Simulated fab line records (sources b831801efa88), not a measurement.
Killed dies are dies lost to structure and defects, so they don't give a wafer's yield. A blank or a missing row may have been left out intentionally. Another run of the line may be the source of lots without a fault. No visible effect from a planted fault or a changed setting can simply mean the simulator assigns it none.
fab line records :: flow sfqLine
[record]
  lots = 14
  wafers = 42
  lastDay = 92
route steps=325 shown I3@145
lots that met no fault: taken from a fault-free run of the same line
startH: start of the lot's first displayed wafer, in hours after the record's first day :: waitH: hours elapsed since this lot's preceding step :: " repeats the value in the row above :: L1.1+2: several wafers, shown together as one row :: - no value, or no start given :: * or withheld: withheld :: < > ~ a bound
route shown NAME@n: NAME is a module with steps in the file, n the number in the route of the first one :: usual: mean and standard deviation over wafers with no fault :: same: alike in all rows :: chamber/n: place in a boat :: sites: readings site by site :: _std_site: the values' standard deviation :: _edge_site: mean of outer sites minus mean of inner sites :: radiusMm: how far each site lies from the wafer's centre :: mask NAME#n: copy n :: behind: tool/chamber where the wafer was last shaped :: hold: the reason the lot was held/the length of the hold in hours/how it ended :: device: which transistor (n, p or np) failed to switch :: end of line: the route-end tests of the same wafers :: step lacking rows: just its recipe :: killed: not the wafer's yield, but the dies lost to structure and defects at the first sort :: map: the dies of a wafer, with x for killed, . for not killed, _ for no die there
set.NAME: the setting the step ran with; set.NAME@STEP: the setting that earlier step ran with :: model.NAME: the simulator's own value behind a step, which no gauge read
a sample of lots followed through the steps of the route, with each step as a table and each wafer as a row
services: from which hour (startH, from the record's first day; less than 0 if before it) a tool's chamber was out of use, for how many hours, and why
[[steps]]
[step SFQ_TRILAYER_I3_VIA_ETCH_VIA_ETCH_088]
[recipe]
  target = SiO2
  stopOn = Nb
  maskMaterial = PR
  taperDeg = 20
  chemistry = CHF3
  targetDepthNm = 260
  sourceW = 500
  biasW = 80
  pressureMtorr = 30
  timeS = withheld
[usual]
  biasW = 79.99/0.23
  drypumpMotorCurrentA = 5.7/0.34
  oesProductAu = 0.856/0.0059
lot.wafer: L568.2
tool: rieDiel-03
chamber: 3
startH: 1024.90
waitH: 0.0
biasW: 80.21
drypumpMotorCurrentA: 5.6
oesProductAu: 0.858

lot.wafer: L568.5
tool: rieDiel-03
chamber: 1
startH: 1024.90
waitH: 0.0
biasW: 80.34
drypumpMotorCurrentA: 6.5
oesProductAu: 0.861

lot.wafer: L568.6
tool: rieDiel-03
chamber: 0
startH: 1024.90
waitH: 0.0
biasW: 80.17
drypumpMotorCurrentA: 5.3
oesProductAu: 0.853

lot.wafer: L569.2
tool: rieDiel-03
chamber: 0
startH: 1030.90
waitH: 0.0
biasW: 79.99
drypumpMotorCurrentA: 5.3
oesProductAu: 0.851

lot.wafer: L569.5
tool: rieDiel-03
chamber: 0
startH: 1030.90
waitH: 0.0
biasW: 80.25
drypumpMotorCurrentA: 5.3
oesProductAu: 0.863

lot.wafer: L569.6
tool: rieDiel-03
chamber: 3
startH: 1030.90
waitH: 0.0
biasW: 79.94
drypumpMotorCurrentA: 5.6
oesProductAu: 0.862

lot.wafer: L570.1
tool: rieDiel-03
chamber: 0
startH: 1038.10
waitH: 0.0
biasW: 79.39
drypumpMotorCurrentA: 5.3
oesProductAu: 0.854

lot.wafer: L570.4
tool: rieDiel-03
chamber: 3
startH: 1038.10
waitH: 0.0
biasW: 80.02
drypumpMotorCurrentA: 5.6
oesProductAu: 0.864

lot.wafer: L570.5
tool: rieDiel-03
chamber: 3
startH: 1038.10
waitH: 0.0
biasW: 79.96
drypumpMotorCurrentA: 5.6
oesProductAu: 0.864

lot.wafer: L572.4
tool: rieDiel-02
chamber: 0
startH: 1055.08
waitH: 0.1
biasW: 80.19
drypumpMotorCurrentA: 5.6
oesProductAu: 0.850

lot.wafer: L572.5
tool: rieDiel-02
chamber: 2
startH: 1055.08
waitH: 0.1
biasW: 79.78
drypumpMotorCurrentA: 6.1
oesProductAu: 0.858

lot.wafer: L572.6
tool: rieDiel-02
chamber: 1
startH: 1055.08
waitH: 0.1
biasW: 79.82
drypumpMotorCurrentA: 5.6
oesProductAu: 0.857

lot.wafer: L574.1
tool: rieDiel-03
chamber: 0
startH: 1074.22
waitH: 0.0
biasW: 79.99
drypumpMotorCurrentA: 5.3
oesProductAu: 0.847

lot.wafer: L574.2
tool: rieDiel-03
chamber: 3
startH: 1074.22
waitH: 0.0
biasW: 80.46
drypumpMotorCurrentA: 5.6
oesProductAu: 0.865

lot.wafer: L574.4
tool: rieDiel-03
chamber: 1
startH: 1074.22
waitH: 0.0
biasW: 80.05
drypumpMotorCurrentA: 6.5
oesProductAu: 0.861

lot.wafer: L575.2
tool: rieDiel-03
chamber: 3
startH: 1079.02
waitH: 0.0
biasW: 80.30
drypumpMotorCurrentA: 5.6
oesProductAu: 0.856

lot.wafer: L575.3
tool: rieDiel-03
chamber: 1
startH: 1079.02
waitH: 0.0
biasW: 79.97
drypumpMotorCurrentA: 6.5
oesProductAu: 0.858

lot.wafer: L575.6
tool: rieDiel-03
chamber: 0
startH: 1079.02
waitH: 0.0
biasW: 79.68
drypumpMotorCurrentA: 5.3
oesProductAu: 0.855

lot.wafer: L576.2
tool: rieDiel-04
chamber: 2
startH: 1080.67
waitH: 0.0
biasW: 79.79
drypumpMotorCurrentA: 5.5
oesProductAu: 0.854

lot.wafer: L576.5
tool: rieDiel-04
chamber: 0
startH: 1080.67
waitH: 0.0
biasW: 80.03
drypumpMotorCurrentA: 5.9
oesProductAu: 0.856

lot.wafer: L576.6
tool: rieDiel-04
chamber: 1
startH: 1080.67
waitH: 0.0
biasW: 80.05
drypumpMotorCurrentA: 5.3
oesProductAu: 0.865

lot.wafer: L578.1
tool: rieDiel-03
chamber: 3
startH: 1102.74
waitH: 0.0
biasW: 79.96
drypumpMotorCurrentA: 5.6
oesProductAu: 0.851

lot.wafer: L578.4
tool: rieDiel-03
chamber: 0
startH: 1102.74
waitH: 0.0
biasW: 79.96
drypumpMotorCurrentA: 5.3
oesProductAu: 0.858

lot.wafer: L578.6
tool: rieDiel-03
chamber: 0
startH: 1102.74
waitH: 0.0
biasW: 80.01
drypumpMotorCurrentA: 5.3
oesProductAu: 0.859

lot.wafer: L580.1
tool: rieDiel-02
chamber: 2
startH: 1119.54
waitH: 0.0
biasW: 77.55
drypumpMotorCurrentA: 6.1
oesProductAu: 0.863

lot.wafer: L580.3
tool: rieDiel-02
chamber: 3
startH: 1119.54
waitH: 0.0
biasW: 77.66
drypumpMotorCurrentA: 5.6
oesProductAu: 0.854

lot.wafer: L580.6
tool: rieDiel-02
chamber: 2
startH: 1119.54
waitH: 0.0
biasW: 77.23
drypumpMotorCurrentA: 6.1
oesProductAu: 0.848

lot.wafer: L581.3
tool: rieDiel-02
chamber: 3
startH: 1131.54
waitH: 0.0
biasW: 77.47
drypumpMotorCurrentA: 5.6
oesProductAu: 0.854

lot.wafer: L581.4
tool: rieDiel-02
chamber: 1
startH: 1131.54
waitH: 0.0
biasW: 77.18
drypumpMotorCurrentA: 5.6
oesProductAu: 0.858

lot.wafer: L581.5
tool: rieDiel-02
chamber: 0
startH: 1131.54
waitH: 0.0
biasW: 77.47
drypumpMotorCurrentA: 5.6
oesProductAu: 0.853

lot.wafer: L588.1
tool: rieDiel-04
chamber: 3
startH: 1202.75
waitH: 0.0
biasW: 80.01
drypumpMotorCurrentA: 5.6
oesProductAu: 0.855

lot.wafer: L588.3
tool: rieDiel-04
chamber: 0
startH: 1202.75
waitH: 0.0
biasW: 79.94
drypumpMotorCurrentA: 5.9
oesProductAu: 0.852

lot.wafer: L588.5
tool: rieDiel-04
chamber: 3
startH: 1202.75
waitH: 0.0
biasW: 80.14
drypumpMotorCurrentA: 5.6
oesProductAu: 0.851

lot.wafer: L589.2
tool: rieDiel-03
chamber: 1
startH: 1219.55
waitH: 0.0
biasW: 80.04
drypumpMotorCurrentA: 6.5
oesProductAu: 0.849

lot.wafer: L589.4
tool: rieDiel-03
chamber: 0
startH: 1219.55
waitH: 0.0
biasW: 80.23
drypumpMotorCurrentA: 5.3
oesProductAu: 0.856

lot.wafer: L589.6
tool: rieDiel-03
chamber: 2
startH: 1219.55
waitH: 0.0
biasW: 80.29
drypumpMotorCurrentA: 5.9
oesProductAu: 0.847

lot.wafer: L590.3
tool: rieDiel-02
chamber: 2
startH: 1226.75
waitH: 0.0
biasW: 80.32
drypumpMotorCurrentA: 6.1
oesProductAu: 0.842

lot.wafer: L590.4
tool: rieDiel-02
chamber: 1
startH: 1226.75
waitH: 0.0
biasW: 79.79
drypumpMotorCurrentA: 5.6
oesProductAu: 0.855

lot.wafer: L590.5
tool: rieDiel-02
chamber: 1
startH: 1226.75
waitH: 0.0
biasW: 79.96
drypumpMotorCurrentA: 5.6
oesProductAu: 0.843

lot.wafer: L591.2
tool: rieDiel-03
chamber: 3
startH: 1235.15
waitH: 0.0
biasW: 79.87
drypumpMotorCurrentA: 5.6
oesProductAu: 0.855

lot.wafer: L591.3
tool: rieDiel-03
chamber: 1
startH: 1235.15
waitH: 0.0
biasW: 79.85
drypumpMotorCurrentA: 6.5
oesProductAu: 0.851

lot.wafer: L591.5
tool: rieDiel-03
chamber: 2
startH: 1235.15
waitH: 0.0
biasW: 80.08
drypumpMotorCurrentA: 5.9
oesProductAu: 0.854
[[services]]
tool: rieDiel-04
chamber: -
startH: 1003.78
hours: 0.3
kind: repair

tool: rieDiel-02
chamber: 2
startH: 1016.32
hours: 2.4
kind: repair

tool: rieDiel-03
chamber: 2
startH: 1018.31
hours: 3.8
kind: repair

tool: rieDiel-04
chamber: 2
startH: 1041.84
hours: 1.4
kind: repair

tool: rieDiel-02
chamber: 3
startH: 1045.49
hours: 34.7
kind: repair

tool: rieDiel-03
chamber: 0
startH: 1048.70
hours: 6.8
kind: repair

tool: rieDiel-02
chamber: 2
startH: 1072.22
hours: 6.4
kind: repair

tool: rieDiel-03
chamber: 1
startH: 1106.00
hours: 12.7
kind: repair

tool: rieDiel-04
chamber: 2
startH: 1117.98
hours: 3.6
kind: repair

tool: rieDiel-02
chamber: 0
startH: 1118.78
hours: 8.1
kind: repair

tool: rieDiel-03
chamber: 0
startH: 1134.63
hours: 2.5
kind: repair

tool: rieDiel-02
chamber: 0
startH: 1148.75
hours: 2.4
kind: repair

tool: rieDiel-04
chamber: 2
startH: 1154.88
hours: 6.3
kind: repair

tool: rieDiel-02
chamber: 3
startH: 1167.78
hours: 4.5
kind: repair

tool: rieDiel-03
chamber: -
startH: 1173.39
hours: 0.9
kind: repair
[[key]]
[firstSign]
  step = SFQ_TRILAYER_I3_VIA_ETCH_VIA_ETCH_088
  reading = biasW
  direction = down
  sigmas = 11
  usual = 79.99
  struck = 77.43
effect none on later readings
metAt SFQ_TRILAYER_I3_VIA_ETCH_VIA_ETCH_088
struckLots L580,L581
onsetBetween 1055.08 1119.54
[fault]
  kind = processParameterDrift
  tool = rieDiel-02
  chamber = -
  onsetH = 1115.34
  steps = SFQ_TRILAYER_I3_VIA_ETCH_VIA_ETCH_088
  channel = biasW
  offset = -2.3859
  shape = step
  endH = 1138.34
  actsIn = theseRecipesOnly
  stated = 80
